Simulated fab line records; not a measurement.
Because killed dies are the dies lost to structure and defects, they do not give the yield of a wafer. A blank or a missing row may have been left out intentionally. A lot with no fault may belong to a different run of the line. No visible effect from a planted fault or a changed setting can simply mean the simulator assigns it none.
The tool behind it: which one? + flow gf180mcu + 13 lots, 39 wafers sampled, at 4 steps of a route of 602

WHAT THE GAUGES SHOWED, per wafer
GF_VT_IMPLANT_OVL_MEAS_40. Usual: for VT_IMPLANT_03_OVL the level is 0.7 nm and the standard deviation is 1.4.
| lot  | measured     | on         | VT_IMPLANT_03_OVL (nm) | flag |
|------|--------------|------------|------------------------|------|
| L348 | day 7 13:14  | overlay-02 | -0.8 -0.2 0.6          |      |
| L349 | day 7 18:47  | overlay-02 | 1.0 1.0 0.7            |      |
| L351 | day 8 02:15  | overlay-02 | 3.1 2.3 2.5            |      |
| L352 | day 8 16:20  | overlay-02 | -0.2 -0.1 0.4          |      |
| L354 | day 9 09:54  | overlay-01 | 1.1 1.4 0.2            |      |
| L356 | day 10 01:00 | overlay-02 | 1.6 2.6 0.8            |      |
| L361 | day 11 04:32 | overlay-01 | -0.5 -1.7 1.6          |      |
| L362 | day 11 14:29 | overlay-01 | -0.6 0.1 -0.8          |      |
| L363 | day 12 03:14 | overlay-02 | -0.5 -1.7 2.1          |      |
| L364 | day 12 13:35 | overlay-01 | 1.4 1.3 3.2            |      |
| L367 | day 13 00:11 | overlay-01 | 2.9 2.5 2.1            |      |
| L368 | day 13 00:14 | overlay-02 | -1.2 -1.0 0.1          |      |
| L370 | day 13 21:11 | overlay-02 | -1.2 2.1 1.1           |      |

GF_HV_LDD_RS_MEAS_53: measures by four-point-probe. Usual: for HV_LDD_RS the level is 418.1 ohm/sq and the standard deviation is 1.
| lot  | measured     | on           | HV_LDD_RS (ohm/sq) | flag |
|------|--------------|--------------|--------------------|------|
| L348 | day 12 15:30 | filmMetro-04 | 418.2 418.3 417.7  |      |
| L349 | day 12 17:22 | filmMetro-01 | 417.5 416.5 416.9  |      |
| L351 | day 13 05:28 | filmMetro-01 | 418.6 418.6 418.4  |      |
| L352 | day 13 17:37 | filmMetro-01 | - - -              | OFF  |
| L354 | day 14 14:43 | filmMetro-01 | 418.8 418.5 419.2  |      |
| L356 | day 15 07:34 | filmMetro-01 | - - -              | OFF  |
| L361 | day 16 17:35 | filmMetro-03 | 417.1 417.5 417.6  |      |
| L362 | day 17 07:43 | filmMetro-04 | 420.3 419.1 419.3  |      |
| L363 | day 17 21:28 | filmMetro-04 | 418.2 418.7 418.2  |      |
| L364 | day 18 08:58 | filmMetro-04 | 418.6 419.7 418.8  |      |
| L367 | day 18 23:19 | filmMetro-03 | 416.5 416.6 416.2  |      |
| L368 | day 18 23:45 | filmMetro-03 | 419.7 418.6 418.8  |      |
| L370 | day 19 23:39 | filmMetro-03 | 418.9 418.2 418.2  |      |

WHAT TOOL EACH LOT RAN ON (gives the tool, then ch and the chambers of the sampled wafers, and finally the start)
| lot  | GF_POLY_GATE_ETCH_13            | GF_HV_LDD_IMPLANT_34            |
|------|---------------------------------|---------------------------------|
| L348 | rieSi-01 ch 0,1,3, day 9 08:47  | implanter-03 ch 0, day 11 19:28 |
| L349 | rieSi-01 ch 0,3, day 9 11:56    | implanter-03 ch 0, day 11 21:13 |
| L351 | rieSi-01 ch 2,3, day 9 22:25    | implanter-03 ch 0, day 12 08:37 |
| L352 | rieSi-02 ch 1,2,3, day 10 09:40 | implanter-03 ch 0, day 12 20:16 |
| L354 | rieSi-02 ch 0,1, day 11 04:17   | implanter-02 ch 0, day 13 17:10 |
| L356 | rieSi-01 ch 1,2, day 11 20:50   | implanter-03 ch 0, day 14 10:02 |
| L361 | rieSi-02 ch 0,2,3, day 13 01:22 | implanter-02 ch 0, day 15 18:28 |
| L362 | rieSi-01 ch 1,2,3, day 13 13:05 | implanter-04 ch 0, day 16 08:35 |
| L363 | rieSi-02 ch 0,2, day 13 23:58   | implanter-02 ch 0, day 16 21:08 |
| L364 | rieSi-01 ch 0,1,3, day 14 12:47 | implanter-03 ch 0, day 17 08:28 |
| L367 | rieSi-01 ch 0,2, day 15 00:08   | implanter-02 ch 0, day 17 22:23 |
| L368 | rieSi-02 ch 1,2,3, day 15 00:52 | implanter-03 ch 0, day 17 23:27 |
| L370 | rieSi-02 ch 0,2,3, day 15 22:56 | implanter-03 ch 0, day 18 21:52 |
- GF_POLY_GATE_ETCH_13: etches poly-Si in HBr/Cl2, stops on SiO2, target depth 198.5 nm, time 69.6 s.
- GF_HV_LDD_IMPLANT_34

WHAT THE TOOLS THEMSELVES READ (means of the sampled wafers that have a number; where no wafer has one, the mark that the record gives instead)
GF_POLY_GATE_ETCH_13. Usual: biasW 100.0 W, standard deviation 0.31; drypumpMotorCurrentA 6.1 A, standard deviation 0.41; oesProductAu 0.990 a.u., standard deviation 0.0072; throttleValvePct 33.685 %, standard deviation 0.0093.
| lot  | tool     | biasW (W) | drypumpMotorCurrentA (A) | oesProductAu (a.u.) | throttleValvePct (%) | flag |
|------|----------|-----------|--------------------------|---------------------|----------------------|------|
| L348 | rieSi-01 | 99.8      | 6.0                      | 0.986               | 33.679               |      |
| L349 | rieSi-01 | 100.3     | 6.1                      | 0.990               | 33.684               |      |
| L351 | rieSi-01 | 99.8      | 6.5                      | 0.996               | 33.684               |      |
| L352 | rieSi-02 | 100.1     | 5.9                      | 0.995               | 33.690               |      |
| L354 | rieSi-02 | 100.2     | 5.8                      | 0.981               | 33.683               |      |
| L356 | rieSi-01 | 99.8      | 6.4                      | 0.998               | 33.684               |      |
| L361 | rieSi-02 | 99.9      | 6.0                      | 0.989               | 33.680               |      |
| L362 | rieSi-01 | 99.9      | 6.4                      | 0.995               | 33.681               |      |
| L363 | rieSi-02 | 100.0     | 5.9                      | 0.991               | 33.683               |      |
| L364 | rieSi-01 | 100.0     | 6.0                      | 0.988               | 33.681               |      |
| L367 | rieSi-01 | 99.7      | 5.8                      | 0.985               | 33.687               |      |
| L368 | rieSi-02 | 99.9      | 6.0                      | 0.994               | 33.678               |      |
| L370 | rieSi-02 | 100.1     | 6.1                      | 0.994               | 33.688               |      |

THE ANSWER, worked out from the rows above alone
Rule: a lot is off if the mean of its wafers that have a number lies more than 3 standard deviations from the usual mean. A lot without any number at a reading at which 4 lots or more have one is off too. The other lots that the step has rows for count as sound. After the gauges, taken in route order, come the tools' own readings; for these a lot's mean is taken, as printed above. At the first step where some lot is off, the reading lying furthest off is the one used; lots without a number count as furthest.
Off: at GF_HV_LDD_RS_MEAS_53 (HV_LDD_RS), L352, L356. Without a number there: L352, L356.
A tool fits if, at a process step before that reading, it ran every lot that is off, and no sound lot after the first of them. The gauges at GF_HV_LDD_RS_MEAS_53 are tried like those tools. Not one of the candidates tried fits.

WHAT THE SIMULATOR HAD PUT IN
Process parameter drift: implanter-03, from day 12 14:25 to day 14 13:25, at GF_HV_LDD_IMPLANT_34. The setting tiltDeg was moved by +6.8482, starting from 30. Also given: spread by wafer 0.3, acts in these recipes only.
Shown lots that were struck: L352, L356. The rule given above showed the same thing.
